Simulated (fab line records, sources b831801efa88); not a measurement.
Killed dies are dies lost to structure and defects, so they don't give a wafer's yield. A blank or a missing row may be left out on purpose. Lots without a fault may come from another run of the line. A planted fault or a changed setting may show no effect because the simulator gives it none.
fab line records | flow sky130
record lots=5 wafers=14 last_day=50
route steps=708 shown VIA3@588 METAL4@598 CAP2M@603
lots that met no fault: from a run of the same line without faults
start_h: hours from the record's first day to the start of the lot's first wafer shown | wait_h: hours since the lot's step before | " the same as in the row above | L1.1+2: a row that stands for several wafers | - no value, or no start given | * or withheld: withheld | < > ~ a bound
route shown NAME@n: a module of which the file shows steps, and the number in the route of the first | usual: mean/standard deviation of fault-free wafers | same: alike in all rows | chamber/n: place in a boat | sites: the reading at each site | _std_site: their standard deviation | _edge_site: outer sites' mean less inner sites' | radius_mm: how far each site lies from the wafer's centre | mask NAME#n: copy n | behind: the tool/chamber that last shaped the wafer | hold: why the lot was held/for how many hours/how that ended | device: the transistor (n, p or np) that didn't switch | end of line: the same wafers' tests at the end of the route | a step without rows: its recipe alone | killed: dies lost to structure and defects at the first sort, not the wafer's yield | map: a wafer's dies, x killed, . not, _ none there
set.NAME: the setting as run; set.NAME@STEP: as run at that earlier step | model.NAME: the simulator's own value behind a step, which no gauge read
lots at some steps of the route; a table a step, a row a wafer
services: from which hour (start_h, from the record's first day; less than 0 if before it) a tool's chamber was out of use, for how many hours, and why
## steps
# step SKY_VIA3_ETCH_15
# recipe target=SiO2 chemistry=C4F8/O2/Ar target_depth_nm=507 stop_on=TiN mask_material=KrF-thick source_w=1500 bias_w=1200 pressure_mtorr=40 c4f8_flow_sccm=withheld O2_flow_sccm=6 Ar_flow_sccm=300 time_s=78
# usual oes_product_au=0.946/0.0048 rf_fwd_power_W=1489/5.7
# columns lot.wafer tool chamber start_h wait_h oes_product_au rf_fwd_power_W rf_hours_counter_h
L728.2 rie_diel-04 3 964.69 0.0 0.951 1488 4
L728.4 " 2 " " 0.949 1483 17
L728.5 " 1 " " 0.939 1491 -
L730.1 rie_diel-04 1 973.44 0.0 0.947 1483 8
L730.2 " 0 " " 0.953 1488 20
L730.6 " 2 " " 0.941 1495 -
L734.1 rie_diel-01 2 1004.33 0.0 0.955 1487 9
L734.5 " 0 " " 0.953 1488 -
L734.6 " 3 " " 0.945 1493 -
L739.1 rie_diel-02 1 1047.18 0.0 0.946 1488 9
L739.2 " 2 " " 0.956 1494 14
L739.5 " 3 " " 0.953 1477 -
L742.1 rie_diel-02 2 1070.56 0.0 0.941 1495 16
L742.5 " 3 " " 0.949 1483 -
# step SKY_VIA3_STRIP_16
# recipe chemistry=O2/N2 power_w=1400 pressure_mtorr=1500 platen_temp_c=withheld o2_flow_sccm=3000 n2_flow_sccm=300 overash_fraction=0.5
# usual drypump_motor_current_A=5.9/0.54 oes_product_au=0.401/0.005 strip_time_to_endpoint_s=4.128/0.029
# columns lot.wafer tool chamber start_h wait_h drypump_motor_current_A oes_product_au rf_hours_counter_h strip_time_to_endpoint_s
L728.2 plasma_asher-01 0 964.75 0.0 5.4 0.402 56 4.159
L728.4 " 1 " " 6.2 0.405 - 4.120
L728.5 " 1 " " 6.2 0.400 - 4.149
L730.1 plasma_asher-04 1 973.50 0.0 6.5 0.401 114 4.186
L730.2 " 0 " " 5.9 0.398 114 4.107
L730.6 " 0 " " 5.9 0.407 - 4.163
L734.1 plasma_asher-01 1 1004.39 0.0 6.2 0.394 60 4.112
L734.5 " 0 " " 5.4 0.395 - 4.099
L734.6 " 1 " " 6.2 0.398 - 4.103
L739.1 plasma_asher-04 0 1047.24 0.0 5.9 0.400 121 4.126
L739.2 " 1 " " 6.5 0.396 121 4.135
L739.5 " 0 " " 5.9 0.403 - 4.141
L742.1 plasma_asher-02 0 1070.62 0.0 6.2 0.405 22 4.116
L742.5 " 1 " " 4.7 0.393 - 4.129
# step SKY_VIA3_STRIP_17
# recipe chemistry=post_etch_residue_remover time_s=1200 temp_c=72.5
# step SKY_VIA3_CLEAN_18
# recipe chemistry=IPA time_s=180 temp_c=25
# step SKY_VIA3_CLEAN_19
# recipe chemistry=O3/DIW dry=n2_spin
# step SKY_VIA3_SPUTTER_20
# recipe material=TiN target_thk_nm=20 chamber_pressure_pa=5 power_w=4000 time_s=80
# step SKY_VIA3_CVD_21
# recipe material=W target_thk_nm=390 time_s=117.31 temp_c=400 pressure_torr=40
# usual heater_power_outer_w=550/67 heater_power_w=898/90
# columns lot.wafer tool chamber start_h wait_h heater_power_outer_w heater_power_w since_wet_clean_h
L728.2 cvd_w-01 1 965.44 0.0 541 885 561
L728.4 " 1 " " 555 902 -
L728.5 " 1 " " 546 906 -
L730.1 cvd_w-02 0 974.15 0.0 428 744 56
L730.2 " 1 " " 553 891 56
L730.6 " 1 " " 546 889 -
L734.1 cvd_w-01 0 1005.04 0.0 630 976 601
L734.5 " 1 " " 539 910 -
L734.6 " 0 " " 635 1007 -
L739.1 cvd_w-01 0 1047.91 0.0 623 973 644
L739.2 " 1 " " 537 925 644
L739.5 " 0 " " 641 1034 -
L742.1 cvd_w-01 1 1071.28 0.0 550 897 667
L742.5 " 1 " " 554 917 -
# step SKY_VIA3_RS_MEAS_22
# recipe thk_meas_gauge=four-point-probe reads=W_of_VIA3_CVD_21+TiN_of_VIA3_SPUTTER_20
# usual VIA3_W_RS=0.2933/0.0027
# columns lot.wafer tool chamber start_h wait_h VIA3_W_RS[ohm/sq]
L728.2 film_metro-02 - 965.58 0.1 0.3004
L728.4 " - " " 0.2964
L728.5 " - " " 0.2979
L730.1 film_metro-03 - 974.28 0.1 0.2911
L730.2 " - " " 0.2888
L730.6 " - " " 0.2901
L734.1 film_metro-03 - 1005.17 0.1 0.2891
L734.5 " - " " 0.2894
L734.6 " - " " 0.2907
L739.1 film_metro-03 - 1048.03 0.1 0.2908
L739.2 " - " " 0.2933
L739.5 " - " " 0.2886
L742.1 film_metro-03 - 1071.41 0.1 0.2950
L742.5 " - " " 0.2942
# step SKY_VIA3_THK_MEAS_23
# recipe thk_meas_gauge=xrf reads=W_of_VIA3_CVD_21
# usual VIA3_W_THK=404/5.8
# columns lot.wafer tool chamber start_h wait_h VIA3_W_THK[nm]
L728.2 film_metro-02 - 965.69 0.1 391
L728.4 " - " " 398
L728.5 " - " " 397
L730.1 film_metro-03 - 974.40 0.1 403
L730.2 " - " " 404
L730.6 " - " " 404
L734.1 film_metro-03 - 1005.29 0.1 400
L734.5 " - " " 401
L734.6 " - " " 401
L739.1 film_metro-03 - 1048.15 0.1 400
L739.2 " - " " 397
L739.5 " - " " 403
L742.1 film_metro-03 - 1071.53 0.1 398
L742.5 " - " " 400
# step SKY_VIA3_CMP_24
# recipe stop_on=SiO2 t_overpolish_s=20 down_force_psi=3.5 platen_rpm=60 target_thk_nm=0 pad_velocity_m_s=0.94248
# step SKY_METAL4_SPUTTER_00
# recipe material=Ti target_thk_nm=15 power_w=3000 time_s=10 chamber_pressure_pa=0.4
# usual throttle_valve_pct=30.2/1.2
# columns lot.wafer tool chamber start_h wait_h throttle_valve_pct
L728.2 pvd_sputter-02 - 966.31 0.2 29.9
L728.4 " - " " 28.4
L728.5 " - " " 29.7
L730.1 pvd_sputter-01 - 974.76 0.1 31.4
L730.2 " - " " 31.6
L730.6 " - " " 31.7
L734.1 pvd_sputter-02 - 1005.65 0.1 30.4
L734.5 " - " " 30.6
L734.6 " - " " 29.0
L739.1 pvd_sputter-01 - 1048.51 0.1 31.3
L739.2 " - " " 31.1
L739.5 " - " " 31.3
L742.1 pvd_sputter-01 - 1071.89 0.1 31.2
L742.5 " - " " 31.7
# step SKY_METAL4_SPUTTER_01
# recipe material=TiN target_thk_nm=20 power_w=6500 time_s=16.7 chamber_pressure_pa=0.4
# step SKY_METAL4_SPUTTER_02
# recipe material=AlCu target_thk_nm=735 power_w=10600 time_s=39.1 chamber_pressure_pa=0.4
# usual throttle_valve_pct=30.2/1.2
# columns lot.wafer tool chamber start_h wait_h throttle_valve_pct model.AlCu_of_METAL4_SPUTTER_02.thk_nm
L728.2 pvd_sputter-02 - 966.36 0.0 29.9 737.4
L728.4 " - " " 28.6 740.4
L728.5 " - " " 29.8 731.6
L730.1 pvd_sputter-01 - 974.80 0.0 31.3 735.9
L730.2 " - " " 31.6 729.2
L730.6 " - " " 32.1 731.6
L734.1 pvd_sputter-02 - 1005.69 0.0 30.3 731.7
L734.5 " - " " 30.6 736.7
L734.6 " - " " 28.6 730.4
L739.1 pvd_sputter-01 - 1048.56 0.0 31.2 729.5
L739.2 " - " " 31.0 741.2
L739.5 " - " " 31.3 736.9
L742.1 pvd_sputter-01 - 1071.94 0.0 31.3 744.8
L742.5 " - " " 31.3 514.7
# step SKY_METAL4_SPUTTER_03
# recipe material=Ti target_thk_nm=5 power_w=3000 time_s=3.3 chamber_pressure_pa=0.4
# step SKY_METAL4_SPUTTER_04
# recipe material=TiN target_thk_nm=70 power_w=6500 time_s=58.3 chamber_pressure_pa=0.4
# step SKY_CAP2M_CVD_00
# recipe material=SiO2 target_thk_nm=15.5 temp_c=400 time_s=withheld rf_w=450
# step SKY_CAP2M_THK_MEAS_01
# recipe reads=SiO2_of_CAP2M_CVD_00
# usual CAP2M_CVD_00_THK=15.60/0.24
# columns lot.wafer tool chamber start_h wait_h CAP2M_CVD_00_THK[nm]
L728.2 film_metro-04 - 966.50 - 15.23
L728.4 " - " " 15.76
L728.5 " - " " 15.63
L730.1 film_metro-02 - 974.93 - 15.42
L730.2 " - " " 15.33
L730.6 " - " " 15.46
L734.1 film_metro-03 - 1005.83 - 15.21
L734.5 " - " " 15.28
L734.6 " - " " 15.52
L739.1 film_metro-02 - 1048.69 - 15.29
L739.2 " - " " 15.52
L739.5 " - " " 15.41
L742.1 film_metro-03 - 1072.06 - 15.56
L742.5 " - " " 16.05
# step SKY_CAP2M_SPUTTER_02
# recipe material=TiN target_thk_nm=200 temp_c=300 power_w=6500 time_s=166.7 chamber_pressure_pa=0.4
# usual throttle_valve_pct=29.8/1
# columns lot.wafer tool chamber start_h wait_h throttle_valve_pct
L728.2 pvd_sputter-04 - 966.55 0.0 28.5
L728.4 " - " " 29.9
L728.5 " - " " 30.4
L730.1 pvd_sputter-03 - 974.99 0.1 29.7
L730.2 " - " " 28.0
L730.6 " - " " 28.3
L734.1 pvd_sputter-04 - 1005.89 0.1 29.7
L734.5 " - " " 28.6
L734.6 " - " " 29.5
L739.1 pvd_sputter-04 - 1048.75 0.1 30.1
L739.2 " - " " 28.8
L739.5 " - " " 28.7
L742.1 pvd_sputter-04 - 1072.12 0.1 29.7
L742.5 " - " " 28.5
# step SKY_CAP2M_RS_MEAS_03
# recipe thk_meas_gauge=four-point-probe reads=TiN_of_CAP2M_SPUTTER_02
# usual CAP2M_TIN_RS=6.91/0.08
# columns lot.wafer tool chamber start_h wait_h CAP2M_TIN_RS[ohm/sq]
L728.2 film_metro-02 - 966.68 0.1 6.94
L728.4 " - " " 7.00
L728.5 " - " " 6.94
L730.1 film_metro-03 - 975.10 0.1 6.87
L730.2 " - " " 6.95
L730.6 " - " " 6.88
L734.1 film_metro-02 - 1006.00 0.1 6.93
L734.5 " - " " 6.85
L734.6 " - " " 6.93
L739.1 film_metro-04 - 1048.85 0.1 6.94
L739.2 " - " " 6.89
L739.5 " - " " 6.92
L742.1 film_metro-04 - 1072.23 0.1 7.00
L742.5 " - " " 6.96
# step SKY_CAP2M_THK_MEAS_04
# recipe thk_meas_gauge=xrf reads=TiN_of_CAP2M_SPUTTER_02
# usual CAP2M_TIN_THK=199.3/2.4
# columns lot.wafer tool chamber start_h wait_h CAP2M_TIN_THK[nm]
L728.2 film_metro-02 - 966.79 0.1 199.5
L728.4 " - " " 197.4
L728.5 " - " " 198.9
L730.1 film_metro-03 - 975.22 0.1 198.1
L730.2 " - " " 197.6
L730.6 " - " " 200.3
L734.1 film_metro-02 - 1006.12 0.1 198.0
L734.5 " - " " 200.6
L734.6 " - " " 198.6
L739.1 film_metro-04 - 1048.97 0.1 198.7
L739.2 " - " " 200.8
L739.5 " - " " 199.3
L742.1 film_metro-04 - 1072.35 0.1 196.9
L742.5 " - " " 199.3
# step SKY_CAP2M_DEHYDRATE_05
# recipe temp_c=200 time_s=60
# step SKY_CAP2M_HMDS_06
# recipe prime_time_s=60 prime_temp_c=120
# step SKY_CAP2M_COAT_07
# recipe resist=NOVOLAK spin_rpm=3000 resist_thk_nm=1140
# step SKY_CAP2M_SOFTBAKE_08
# recipe temp_c=90 time_s=60 resist=NOVOLAK
# step SKY_CAP2M_EXPOSE_09
# recipe mask_id=CAP2M na=0.6 source_shape=conventional sigma_outer=0.6 polarization=unpolarized target_cd_nm=1000 dose_mj=159
# step SKY_CAP2M_PEB_10
# recipe temp_c=withheld time_s=* resist=NOVOLAK
# step SKY_CAP2M_DEVELOP_11
# recipe resist=NOVOLAK developer=TMAH develop_time_s=60 dev_temp_c=23
# step SKY_CAP2M_OVL_MEAS_12
# usual CAP2M_OVL=1.2/1.2
# columns lot.wafer tool chamber start_h wait_h CAP2M_OVL[nm]
L728.2 overlay-01 - 990.80 0.1 1.3
L728.4 " - " " -0.4
L728.5 " - " " 0.5
L730.1 overlay-02 - 999.30 0.1 2.4
L730.2 " - " " 3.0
L730.6 " - " " 1.5
L734.1 overlay-02 - 1029.21 0.1 0.4
L734.5 " - " " 0.5
L734.6 " - " " 0.3
L739.1 overlay-01 - 1071.55 0.1 -0.4
L739.2 " - " " 1.2
L739.5 " - " " 1.3
L742.1 overlay-01 - 1094.05 0.1 1.4
L742.5 " - " " 2.3
# step SKY_CAP2M_METAL_ETCH_13
# recipe target_depth_nm=220 stop_on=SiO2 chemistry=Cl2/BCl3 target=TiN pressure_mtorr=10 icp_w=900 bias_w=48.5 Cl2_flow_sccm=60 bcl3_flow_sccm=30 time_s=62.9
# step SKY_CAP2M_STRIP_14
# recipe chemistry=O2/N2 power_w=1400 pressure_mtorr=1500 platen_temp_c=withheld o2_flow_sccm=3000 n2_flow_sccm=300 overash_fraction=0.5
# step SKY_CAP2M_STRIP_15
# recipe chemistry=post_etch_residue_remover time_s=1200 temp_c=72.5
# step SKY_CAP2M_CLEAN_16
# recipe chemistry=IPA time_s=180 temp_c=25
# step SKY_CAP2M_CLEAN_17
# recipe chemistry=O3/DIW dry=n2_spin
# step SKY_METAL4_DEHYDRATE_05
# recipe temp_c=200 time_s=60
# step SKY_METAL4_HMDS_06
# recipe prime_time_s=60 prime_temp_c=120
# step SKY_METAL4_COAT_07
# recipe resist=BARC temp_c=withheld time_s=withheld spin_rpm=3000 resist_thk_nm=60
# step SKY_METAL4_COAT_08
# recipe resist=KrF-thick spin_rpm=3000 resist_thk_nm=1140
# step SKY_METAL4_SOFTBAKE_09
# recipe temp_c=100 time_s=90 resist=KrF-thick
# step SKY_METAL4_EXPOSE_10
# recipe mask_id=MM4 na=0.68 source_shape=annular sigma_inner=0.4 sigma_outer=0.8 target_cd_nm=300 dose_mj=28
# step SKY_METAL4_PEB_11
# recipe peb_temp_c=withheld peb_time_s=withheld resist=KrF-thick
# step SKY_METAL4_DEVELOP_12
# recipe develop_time_s=60 resist=KrF-thick dev_temp_c=21
# step SKY_METAL4_CD_MEAS_13
# recipe target_cd_nm=300
# usual cd_nm=299.8/1.5
# columns lot.wafer tool chamber start_h wait_h cd_nm
L728.2 cd_sem-01 - 1016.10 - 299.1
L728.4 " - " " 298.4
L728.5 " - " " 298.0
L730.1 cd_sem-01 - 1023.93 - 301.6
L730.2 " - " " 301.5
L730.6 " - " " 300.7
L734.1 cd_sem-01 - 1053.00 - 299.4
L734.5 " - " " 297.8
L734.6 " - " " 299.4
L739.1 cd_sem-01 - 1094.38 - 301.5
L739.2 " - " " 302.0
L739.5 " - " " 302.9
L742.1 cd_sem-02 - 1116.40 - 300.2
L742.5 " - " " 300.8
# step SKY_METAL4_METAL_ETCH_18
# recipe target_depth_a=8450 stop_on=SiO2 over_etch_frac=0.3 time_s=183.1 chemistry=Cl2/BCl3 resist_sidewall_deg=88 pressure_mtorr=10 icp_w=900 bias_w=48.5 Cl2_flow_sccm=60 bcl3_flow_sccm=30
# usual drypump_motor_current_A=5.3/0.51 oes_product_au=0.868/0.0064 rf_fwd_power_W=895.6/2.7 throttle_valve_pct=22.265/0.0094
# columns lot.wafer tool chamber start_h wait_h drypump_motor_current_A oes_product_au rf_fwd_power_W rf_hours_counter_h throttle_valve_pct
L728.2 rie_metal-03 1 1016.57 0.1 4.7 0.869 891.5 - 22.264
L728.4 " 1 " " 4.7 0.873 893.1 - 22.283
L728.5 " 1 " " 4.7 0.872 893.0 - 22.261
L730.1 rie_metal-03 1 1024.37 0.0 4.6 0.868 898.0 20 22.272
L730.2 " 1 " " 4.6 0.861 893.9 - 22.265
L730.6 " 1 " " 4.6 0.867 896.0 - 22.259
L734.1 rie_metal-01 1 1053.43 0.0 5.3 0.859 895.1 21 22.283
L734.5 " 1 " " 5.3 0.868 893.5 - 22.268
L734.6 " 1 " " 5.4 0.869 897.7 - 22.255
L739.1 rie_metal-03 1 1094.69 0.0 4.6 0.858 891.0 2 22.258
L739.2 " 0 " " 5.8 0.873 895.1 5 22.269
L739.5 " 1 " " 4.6 0.859 890.6 - 22.268
L742.1 rie_metal-03 0 1116.70 0.0 5.8 0.876 895.8 6 22.261
L742.5 " 0 " " 5.8 0.737 894.8 - 22.268
## services
# columns tool chamber start_h hours kind
plasma_asher-01 - 949.62 14.6 pm
rie_diel-02 - 964.50 2.2 repair
pvd_sputter-02 - 970.14 3.6 repair
rie_diel-02 2 973.79 5.5 repair
rie_metal-03 1 979.39 12.3 repair
cvd_w-01 1 980.40 10.8 repair
rie_metal-01 - 980.78 15.6 pm
cvd_w-01 - 986.69 6.9 pm
rie_diel-04 - 995.91 28.1 pm
rie_metal-01 0 1003.49 132.3 repair
rie_diel-02 1 1008.17 4.5 repair
rie_diel-02 0 1019.00 6.7 repair
pvd_sputter-03 - 1019.54 3.4 repair
rie_metal-01 - 1024.85 2.8 pm
rie_metal-01 - 1028.09 14.6 pm
rie_diel-02 - 1034.17 2.2 repair
pvd_sputter-01 - 1037.97 3.9 repair
rie_metal-03 - 1053.67 0.7 repair
plasma_asher-04 - 1055.25 9.0 pm
plasma_asher-04 - 1057.09 1.1 repair
rie_diel-04 1 1106.86 2.0 repair
plasma_asher-04 - 1107.96 3.6 repair
plasma_asher-04 - 1109.31 2.2 repair
rie_diel-04 3 1111.77 3.2 repair
## key
first_sign step=SKY_METAL4_METAL_ETCH_18 reading=oes_product_au direction=down sigmas=21 usual=0.868 struck=0.737
effect none on later readings
model_effect step=SKY_METAL4_SPUTTER_02 value=AlCu_of_METAL4_SPUTTER_02.thk_nm without=726.2 struck=514.7
met_at SKY_METAL4_SPUTTER_02
struck_wafers L742.5
onset_between 1048.56 1071.94
fault kind=process_parameter_drift tool=pvd_sputter-01 chamber=- onset_h=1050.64 steps=SKY_METAL4_SPUTTER_02 channel=target_thk_nm offset=-211.44 shape=step end_h=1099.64 scope=struck_wafers_only acts_in=these_recipes_only stated=735
